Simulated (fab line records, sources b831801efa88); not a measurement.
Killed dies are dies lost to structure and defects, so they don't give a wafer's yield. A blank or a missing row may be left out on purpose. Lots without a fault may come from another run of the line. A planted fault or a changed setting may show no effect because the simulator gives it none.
Split-lot experiment | flow sky130 | 5 lots, 23 wafers read, on a route of 708 steps

THE SPLIT
At SKY_SONOS_TUNNEL_IMPLANT_09, the setting energy_kev was moved away from the recipe's 20 on 8 of the 23 wafers read, by -6.0% to -1.5%. The other wafers ran this setting at the recipe's value.

The reading is taken at the split's own step.

THE READING
implant.drp_nm (the simulator's own value, which no gauge read), in nm, at SKY_SONOS_TUNNEL_IMPLANT_09. The file gives no usual value for it.

wafer  | tool, chamber at the split | energy_kev as run | against the recipe | implant.drp_nm, nm | against lot-mates on the recipe
L075.1 | implanter-01, 0            | 19.38             | -3.1%              | 27.72              | -0.62
L075.3 | implanter-01, 0            | 19.38             | -3.1%              | 27.72              | -0.62
L075.6 | implanter-01, 0            | 19.38             | -3.1%              | 27.72              | -0.62
L075.2 | implanter-01, 0            | 20                | recipe             | 28.34              | -
L075.4 | implanter-01, 0            | 20                | recipe             | 28.34              | -
L077.2 | implanter-01, 0            | 20                | recipe             | 28.34              | -
L077.3 | implanter-01, 0            | 20                | recipe             | 28.34              | -
L077.5 | implanter-01, 0            | 20                | recipe             | 28.34              | -
L079.1 | implanter-03, 0            | 20                | recipe             | 28.34              | -
L079.4 | implanter-03, 0            | 20                | recipe             | 28.34              | -
L079.5 | implanter-03, 0            | 20                | recipe             | 28.34              | -
L079.2 | implanter-03, 0            | 19.69             | -1.5%              | 28.03              | -0.31
L079.6 | implanter-03, 0            | 19.69             | -1.5%              | 28.03              | -0.31
L081.1 | implanter-04, 0            | 20                | recipe             | 28.34              | -
L081.2 | implanter-04, 0            | 20                | recipe             | 28.34              | -
L081.3 | implanter-04, 0            | 18.8              | -6.0%              | 27.13              | -1.21
L081.4 | implanter-04, 0            | 18.8              | -6.0%              | 27.13              | -1.21
L081.6 | implanter-04, 0            | 18.8              | -6.0%              | 27.13              | -1.21
L085.1 | implanter-01, 0            | 20                | recipe             | 28.34              | -
L085.2 | implanter-01, 0            | 20                | recipe             | 28.34              | -
L085.4 | implanter-01, 0            | 20                | recipe             | 28.34              | -
L085.5 | implanter-01, 0            | 20                | recipe             | 28.34              | -
L085.6 | implanter-01, 0            | 20                | recipe             | 28.34              | -

THE FIT
A straight line over all 23 wafers: implant.drp_nm changes by +0.201 nm for each +1% of energy_kev; r = +1.00; the points scatter about the line by 0.0018 nm.
The same after taking each lot's own level away (the mean of its wafers on the recipe; 23 wafers): +0.201 nm for each +1%; r = +1.00; scatter 0.0018 nm.
On that fit, the largest move of energy_kev shifts the reading by 1.2 nm.
The lots' own levels span 28.340 to 28.340 nm.
So the lot-to-lot level changes the slope little: the two slopes agree.
Check: with one of the wafers moved furthest among these (-6.0%) left out of the fit, the line predicts -1.21 nm for it against its lot-mates. It came out at -1.21 nm against them.

OTHER SPLITS ON THESE WAFERS
These wafers also went through other splits before the reading. Each is held against what the fit with the lots' levels taken away leaves over:
other split on the same wafers         | wafers away from the commonest value | r with implant.drp_nm (lot level and that fit taken away)
SKY_VT_ADJUST_NCORE_EXPOSE_04 dose_mj  | 5                                    | +0.29
SKY_VT_ADJUST_HVTR_COAT_02 spin_rpm    | 8                                    | +0.04
SKY_VT_ADJUST_HVTR_IMPLANT_09 dose_cm2 | 7                                    | -0.08
SKY_SONOS_TUNNEL_DEVELOP_06 dev_temp_c | 10                                   | +0.28

THE WHOLE CHAIN: every reading that the file lists as answering this split, in the file's order
step                        | what it does | reading                                                         | change (the file's fit)               | r (the file's)
SKY_SONOS_TUNNEL_IMPLANT_09 |              | implant.rp_nm (the simulator's own value, which no gauge read)  | +0.644 nm for each +1% of the setting | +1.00
SKY_SONOS_TUNNEL_IMPLANT_09 |              | implant.drp_nm (the simulator's own value, which no gauge read) | +0.2 nm for each +1% of the setting   | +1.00

THE FILE'S OWN FIT
implant.drp_nm changes by +0.2 nm for each +1% of energy_kev, r = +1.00.
